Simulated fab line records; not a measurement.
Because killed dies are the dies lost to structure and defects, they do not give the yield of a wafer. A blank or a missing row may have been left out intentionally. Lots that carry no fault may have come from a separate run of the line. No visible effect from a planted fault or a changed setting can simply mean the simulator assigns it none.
fab line records | flow gf180mcu | part 2 of 2: steps 26 to 35 of 35
record: lots: 5 wafers: 15 last-day: 34
route steps=602 shown V3@444 M4@456 V4@476
lots that met no fault: from a run of the same line without faults
start-h: the number of hours between the record's first day and the start of the first shown wafer of the lot | wait-h: hours since the lot's step before | " same as the row above | L1.1+2: one row covering several wafers at once | - value missing, or start not given | * or withheld: withheld | < > ~ a bound
route shown NAME@n: NAME is a module with steps in the file, n the number in the route of the first one | usual: mean/standard deviation of fault-free wafers | same: alike in all rows | chamber/n: place in a boat | sites: the reading at each site | _std_site: how widely they spread, as a standard deviation | _edge_site: mean of outer sites minus mean of inner sites | radius-mm: for every site, how far away it sits from the centre of the wafer | mask NAME#n: copy n | behind: the tool/chamber that last shaped the wafer | hold: the reason the lot was held/the length of the hold in hours/how it ended | device: the transistor (n, p or np) that didn't switch | end of line: tests run on the same wafers once the route is complete | for a step that has no rows: nothing shown but its recipe | killed: count of dies lost to structure and defects at first sort (not the wafer's yield) | map: dies across one wafer; x = killed, . = not, _ = none there
set.NAME: the setting the step ran with; set.NAME@STEP: the setting that earlier step ran with | model.NAME: the simulator's own value behind a step, which no gauge read
certain route steps with their lots: each step a table, each wafer a row
services: from which hour (start-h, from the record's first day; less than 0 if before it) a tool's chamber was out of use, for how many hours, and why
== steps ==
step: GF_M4_DEVELOP_13
recipe: develop-time-s: 60 dev-temp-c: 21
usual: chill-plate-temp-C: 23.00/0.096
columns lot.wafer tool chamber start-h wait-h chill-plate-temp-C
L081.2 litho-track-04 0 620.84 0.2 23.07
L081.3 " 0 " " 22.97
L081.4 " 0 " " 23.07
L082.1 litho-track-04 0 621.17 0.2 23.07
L082.3 " 0 " " 23.09
L082.4 " 0 " " 23.00
L083.1 litho-track-03 0 632.56 0.2 22.99
L083.3 " 0 " " 23.10
L083.6 " 0 " " 23.21
L086.1 litho-track-04 0 648.42 0.2 23.06
L086.3 " 0 " " 22.92
L086.5 " 0 " " 22.95
L093.2 litho-track-01 0 691.58 0.2 22.89
L093.5 " 0 " " 22.85
L093.6 " 0 " " 23.01
step: GF_M4_CD_MEAS_14
recipe: target-cd-nm: 280
usual: cd-nm: 279.7/1.1
columns lot.wafer tool chamber start-h wait-h cd-nm
L081.2 cd-sem-02 - 620.99 0.1 280.7
L081.3 " - " " 281.6
L081.4 " - " " 280.9
L082.1 cd-sem-01 - 621.32 0.1 281.8
L082.3 " - " " 281.1
L082.4 " - " " 280.8
L083.1 cd-sem-02 - 632.71 0.1 279.9
L083.3 " - " " 277.9
L083.6 " - " " 279.5
L086.1 cd-sem-02 - 648.57 0.1 280.4
L086.3 " - " " 278.6
L086.5 " - " " 279.2
L093.2 cd-sem-01 - 691.72 0.1 280.6
L093.5 " - " " 280.3
L093.6 " - " " 280.9
step: GF_M4_OVL_MEAS_15
usual: M4_OVL: 1/4.9
columns lot.wafer tool chamber start-h wait-h M4_OVL[nm]
L081.2 overlay-01 - 621.09 0.1 1
L081.3 " - " " 4
L081.4 " - " " 0
L082.1 overlay-02 - 621.44 0.1 -3
L082.3 " - " " -1
L082.4 " - " " 1
L083.1 overlay-01 - 632.83 0.1 -3
L083.3 " - " " 5
L083.6 " - " " 6
L086.1 overlay-01 - 648.69 0.1 -2
L086.3 " - " " 6
L086.5 " - " " 1
L093.2 overlay-02 - 691.83 0.1 0
L093.5 " - " " -1
L093.6 " - " " 4
step: GF_M4_METAL_ETCH_16
recipe: chemistry: Cl2/BCl3 mask-material: KrF target-depth-nm: 627.5 stop-on: SiO2 pressure-mtorr: 8 icp-w: 800 bias-w: 140 Cl2_flow_sccm: 80 bcl3-flow-sccm: 40 time-s: 104.6
usual: drypump-motor-current-A: 5.9/0.57 oes-product-au: 0.983/0.006 throttle-valve-pct: 28.237/0.01
columns lot.wafer tool chamber start-h wait-h drypump-motor-current-A oes-product-au rf-hours-counter-h throttle-valve-pct
L081.2 rie-metal-01 0 621.16 0.1 5.9 0.980 - 28.254
L081.3 " 0 " " 5.9 0.983 - 28.238
L081.4 " 0 " " 5.9 0.991 - 28.230
L082.1 rie-metal-04 0 621.47 0.0 6.7 0.981 11 28.259
L082.3 " 1 " " 6.5 0.974 - 28.232
L082.4 " 0 " " 6.7 0.977 - 28.256
L083.1 rie-metal-03 1 632.87 0.0 6.2 0.979 11 28.233
L083.3 " 1 " " 6.2 0.980 - 28.244
L083.6 " 1 " " 6.2 0.992 - 28.217
L086.1 rie-metal-01 1 648.72 0.0 5.5 0.984 1 28.233
L086.3 " 1 " " 5.5 0.991 - 28.221
L086.5 " 1 " " 5.5 0.983 - 28.225
L093.2 rie-metal-04 0 691.90 0.1 6.7 0.987 - 28.225
L093.5 " 0 " " 6.7 0.985 - 28.238
L093.6 " 0 " " 6.8 0.970 - 28.239
step: GF_M4_STRIP_17
recipe: chemistry: O2/N2 power-w: 1400 pressure-mtorr: 1500 platen-temp-c: 250 o2-flow-sccm: 3000 n2-flow-sccm: 300 overash-fraction: 0.5
usual: drypump-motor-current-A: 5.9/0.56 heater-power-w: 332/13 n2-flow-sccm: 300.1/0.88 oes-product-au: 0.558/0.0048 platen-temp-c: 249.99/0.17 strip-time-to-endpoint-s: 7.86/0.045
columns lot.wafer tool chamber start-h wait-h drypump-motor-current-A heater-power-w n2-flow-sccm oes-product-au platen-temp-c rf-hours-counter-h strip-time-to-endpoint-s
L081.2 plasma-asher-01 1 621.35 0.1 5.9 325 300.4 0.557 250.15 19 7.89
L081.3 " 1 " " 5.9 326 300.4 0.556 249.99 - 7.85
L081.4 " 0 " " 5.2 328 299.4 0.557 250.22 - 7.86
L082.1 plasma-asher-02 0 621.58 0.1 5.7 322 300.5 0.544 249.78 53 7.84
L082.3 " 1 " " 5.1 341 299.3 0.555 249.97 - 7.92
L082.4 " 0 " " 5.6 317 301.6 0.556 249.61 - 7.91
L083.1 plasma-asher-04 1 632.98 0.1 6.7 314 298.9 0.561 250.13 101 7.83
L083.3 " 1 " " 6.7 316 299.7 0.550 250.13 - 7.84
L083.6 " 0 " " 6.1 350 300.3 0.559 250.00 - 7.85
L086.1 plasma-asher-04 0 648.95 0.2 6.1 349 299.8 0.557 249.79 103 7.82
L086.3 " 0 " " 6.1 340 300.4 0.558 249.98 - 7.85
L086.5 " 1 " " 6.7 315 299.7 0.557 250.20 - 7.84
L093.2 plasma-asher-04 1 692.08 0.1 6.7 314 300.2 0.548 250.12 107 7.84
L093.5 " 1 " " 6.7 319 300.9 0.564 249.91 - 7.82
L093.6 " 0 " " 6.1 345 299.1 0.560 250.13 - 7.86
step: GF_M4_STRIP_18
recipe: chemistry: post-etch-residue-remover time-s: 1200 temp-c: 72.5
columns lot.wafer tool chamber start-h wait-h
L081.2+3+4 wet-bench-03 3 621.45 0.1
L082.1+3+4 wet-bench-04 0 621.68 0.1
L083.1+3+6 wet-bench-03 3 633.08 0.1
L086.1+3+5 wet-bench-03 3 649.05 0.1
L093.2+5+6 wet-bench-02 2 692.18 0.1
step: GF_M4_CLEAN_19
recipe: chemistry: DIW dry: n2-spin
columns lot.wafer tool chamber start-h wait-h
L081.2+3+4 wet-bench-03 0 621.79 0.0
L082.1+3+4 wet-bench-03 0 622.03 0.0
L083.1+3+6 wet-bench-04 0 633.42 0.0
L086.1+3+5 wet-bench-04 0 649.39 0.0
L093.2+5+6 wet-bench-03 3 692.52 0.0
step: GF_V4_CVD_00
recipe: material: SiO2 target-thk-nm: 600 sigma-open-frac: 0.3 temp-c: 400 time-s: 100 sih4-flow-sccm: 60 pressure-mtorr: 6
columns lot.wafer tool chamber start-h wait-h
L081.2+3+4 hdpcvd-02 0,1,1 621.88 0.0
L082.1+3+4 hdpcvd-01 0,1,2 622.12 0.0
L083.1+3+6 hdpcvd-01 2,0,1 633.52 0.0
L086.1+3+5 hdpcvd-02 2,1,0 649.48 0.0
L093.2+5+6 hdpcvd-02 1,1,0 692.62 0.0
step: GF_V4_THK_MEAS_01
recipe: reads: SiO2_of_V4_CVD_00
usual: V4_CVD_00_THK: 600/6.2
columns lot.wafer tool chamber start-h wait-h V4_CVD_00_THK[nm]
L081.2 film-metro-03 - 621.98 0.1 603
L081.3 " - " " 600
L081.4 " - " " 596
L082.1 film-metro-04 - 622.19 0.0 591
L082.3 " - " " 603
L082.4 " - " " 605
L083.1 film-metro-03 - 633.59 0.0 609
L083.3 " - " " 600
L083.6 " - " " 597
L086.1 film-metro-01 - 649.55 0.0 608
L086.3 " - " " 601
L086.5 " - " " 603
L093.2 film-metro-03 - 692.70 0.0 602
L093.5 " - " " 605
L093.6 " - " " 600
step: GF_V4_CVD_02
recipe: material: SiO2 target-thk-nm: 850 precursor: TEOS temp-c: 400 time-s: 94.851 rf-w: 600
usual: heater-power-w: 654/110
columns lot.wafer tool chamber start-h wait-h heater-power-w
L081.2 pecvd-03 2 622.03 0.0 644
L081.3 " 1 " " 596
L081.4 " 1 " " 628
L082.1 pecvd-01 2 622.25 0.1 623
L082.3 " 1 " " 794
L082.4 " 0 " " 547
L083.1 pecvd-02 1 633.65 0.1 725
L083.3 " 2 " " 683
L083.6 " 1 " " 592
L086.1 pecvd-03 0 649.61 0.1 798
L086.3 " 1 " " 559
L086.5 " 1 " " 600
L093.2 pecvd-01 2 692.75 0.0 708
L093.5 " 1 " " 835
L093.6 " 2 " " 744
== services ==
columns tool chamber start-h hours kind
rie-metal-04 - 578.30 1.3 repair
wet-bench-03 - 593.27 3.6 repair
pvd-sputter-01 - 593.55 0.6 repair
hdpcvd-01 0 594.83 4.2 repair
rie-diel-01 2 598.86 72.4 repair
pvd-sputter-03 - 602.32 6.1 repair
krf-scanner-01 - 608.76 0.8 pm
rie-metal-01 0 610.35 4.4 repair
wet-bench-02 - 612.76 29.8 pm
pecvd-03 - 615.59 5.8 repair
rie-diel-03 1 623.72 5.0 repair
plasma-asher-01 - 627.73 2.0 repair
pvd-sputter-02 - 632.31 5.7 repair
rie-diel-01 - 637.35 3.9 repair
hdpcvd-01 - 641.05 8.5 repair
rie-diel-04 - 650.30 2.8 pm
pvd-sputter-03 - 650.60 0.7 repair
rie-diel-04 0 655.82 4.4 repair
pvd-sputter-01 - 662.82 0.5 repair
rie-diel-01 0 663.17 4.6 repair
krf-scanner-01 - 665.12 4.4 pm
rie-diel-04 3 671.99 10.8 repair
krf-scanner-01 - 673.66 1.3 pm
cmp-02 - 677.42 23.6 pm
